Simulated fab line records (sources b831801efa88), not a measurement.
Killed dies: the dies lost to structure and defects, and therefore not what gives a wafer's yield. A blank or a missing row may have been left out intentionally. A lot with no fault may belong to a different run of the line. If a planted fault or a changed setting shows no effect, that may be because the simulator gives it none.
Matching of chambers || flow gf180mcu || 4 sister chambers for GF_V2_CMP_26 on cmp-01
The step polishes, stops on SiO2, t overpolish 15 s, target thk 0 nm. 4 wafers are shown with their chamber, then 12 later ones without.

WAFERS WITH THEIR CHAMBER
{"wafer": "L092.5", "chamber": 1, "motorCurrentA (A)": 11.8}
{"wafer": "L093.2", "chamber": 3, "motorCurrentA (A)": 13.2}
{"wafer": "L093.4", "chamber": 0, "motorCurrentA (A)": 11.9}
{"wafer": "L093.6", "chamber": 2, "motorCurrentA (A)": 10.3}

WAFERS WITH NO CHAMBER GIVEN
{"wafer": "L094.1", "motorCurrentA (A)": 11.6}
{"wafer": "L094.5", "motorCurrentA (A)": 11.8}
{"wafer": "L094.6", "motorCurrentA (A)": 9.7}
{"wafer": "L095.1", "motorCurrentA (A)": 10.2}
{"wafer": "L095.3", "motorCurrentA (A)": 11.6}
{"wafer": "L095.4", "motorCurrentA (A)": 12.3}
{"wafer": "L096.1", "motorCurrentA (A)": 12.5}
{"wafer": "L096.5", "motorCurrentA (A)": 13.3}
{"wafer": "L096.6", "motorCurrentA (A)": 10.8}
{"wafer": "L097.1", "motorCurrentA (A)": 12.1}
{"wafer": "L097.2", "motorCurrentA (A)": 12.0}
{"wafer": "L097.4", "motorCurrentA (A)": 10.2}

THE CHAMBER EACH PASSED THROUGH
{"wafer": "L094.1", "from the rows above": "can't be placed: 1 or 0", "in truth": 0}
{"wafer": "L094.5", "from the rows above": "can't be placed: 1 or 0", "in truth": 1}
{"wafer": "L094.6", "from the rows above": 2, "in truth": 2}
{"wafer": "L095.1", "from the rows above": 2, "in truth": 2}
{"wafer": "L095.3", "from the rows above": "can't be placed: 1 or 0", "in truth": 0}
{"wafer": "L095.4", "from the rows above": "can't be placed: 0 or 1 or 3", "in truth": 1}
{"wafer": "L096.1", "from the rows above": "can't be placed: 0 or 1 or 3", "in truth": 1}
{"wafer": "L096.5", "from the rows above": 3, "in truth": 3}
{"wafer": "L096.6", "from the rows above": "can't be placed: 2 or 1 or 0", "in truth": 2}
{"wafer": "L097.1", "from the rows above": "can't be placed: 0 or 1", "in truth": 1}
{"wafer": "L097.2", "from the rows above": "can't be placed: 0 or 1", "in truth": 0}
{"wafer": "L097.4", "from the rows above": 2, "in truth": 2}
Correct placement for 4 of the 12. Can't be placed from these rows: 8 (the true chamber is among the candidates in 8). Number placed wrongly: 0.
How it was worked out, from the rows above alone: a wafer's distance from a chamber is the root of the sum, over the readings, of the square of ((its reading less the chamber's mean) divided by the reading's scatter). If the next closest chamber is less than 2 further off than the closest, the wafer can't be placed; otherwise it belongs to the closest. The mean given for a chamber averages the wafers shown for that chamber. The scatter (one wafer shown for each chamber): square how far every hidden wafer sits from the nearest shown wafer, average those squares and take the square root.
